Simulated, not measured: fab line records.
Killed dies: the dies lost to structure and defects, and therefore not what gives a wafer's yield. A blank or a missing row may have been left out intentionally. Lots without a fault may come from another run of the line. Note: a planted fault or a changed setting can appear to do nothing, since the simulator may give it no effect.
A single fault, viewed from 2 desks    flow gf180mcu    what lay behind the numbers comes last; until then each desk has only its own

## TOOL OWNER'S DESK, hdpcvd-01
The tool's own readings at GF_CONTACT_CVD_00 (deposits SiO2, target thk 300 nm, time 50 s): means of the sampled wafers that have a number, for each lot that ran on this tool. A lot is out of limits, marked OUT, if its mean lies more than 4 standard deviations from the usual mean; the brackets give that distance.
Columns: A = sih4FlowSccm at GF_CONTACT_CVD_00, usual 59.97 sccm
lot   first seen here  A
L855  day 16 09:50     60.01
L857  day 17 09:03     60.13
L860  day 18 15:11     53.92 (-38) OUT
L863  day 19 13:52     54.00 (-37) OUT
L871  day 22 11:07     60.15
This desk's finding: out of limits on L860, L863; first on L860, day 18 15:11 (sih4FlowSccm at GF_CONTACT_CVD_00). L855, L857, L871: within limits.

## METROLOGY DESK
Lot by lot, what the gauges showed, no matter which tool ran the lot: averages of those sampled wafers that carry a number. A lot is out of limits, marked OUT, if its mean lies more than 4 standard deviations from the usual mean; the brackets give that distance.
Columns: A = SALICIDE_TIN_RS at GF_SALICIDE_RS_MEAS_04, usual 16.29 ohm/sq; B = SALICIDE_TIN_THK at GF_SALICIDE_THK_MEAS_05, usual 20.04 nm; C = CONTACT_CVD_00_THK at GF_CONTACT_THK_MEAS_01, usual 300.4 nm; D = CONTACT_CVD_02_THK at GF_CONTACT_THK_MEAS_03, usual 860 nm; E = CONTACT_BOW at GF_CONTACT_BOW_MEAS_05, usual 65 um; F = cdNm at GF_CONTACT_CD_MEAS_14, usual 219.7 nm; G = CONTACT_OVL at GF_CONTACT_OVL_MEAS_15, usual -3 nm
lot   first seen here  A      B      C                 D    E   F      G
L855  day 16 09:22     16.53  20.23  301.2             870  66  217.7  1
L857  day 17 08:37     16.08  19.83  297.9             879  60  220.7  8
L860  day 18 14:43     16.46  20.12  268.2 (-11) OUT   857  61  217.0  -7
L862  day 19 02:10     16.04  19.95  299.9             852  68  221.9  -2
L863  day 19 13:23     16.08  20.26  270.9 (-9.8) OUT  841  59  219.8  -6
L871  day 22 10:41     16.37  19.84  298.7             854  67  219.9  -1
This desk's finding: out of limits on L860, L863; first on L860, day 18 15:14 (CONTACT_CVD_00_THK at GF_CONTACT_THK_MEAS_01). L855, L857, L862, L871: within limits.

## ALL TOGETHER
An alarm could have come from the tool owner's desk at day 18 15:11, on L860, L863.
L860, L863 would have let the metrology desk raise an alarm at day 18 15:14.
Every lot named ran GF_CONTACT_CVD_00 on hdpcvd-01.

## WHAT WAS PUT IN BY THE SIMULATOR
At GF_CONTACT_CVD_00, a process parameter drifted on hdpcvd-01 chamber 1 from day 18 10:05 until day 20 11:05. A move of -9 in setting sih4FlowSccm, from 60. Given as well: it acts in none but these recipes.
Lots struck among those shown: L860, L863.
Counting hours from when the fault started, the first reading out of limits came at 5 for the tool owner's desk and at 5 for the metrology desk.
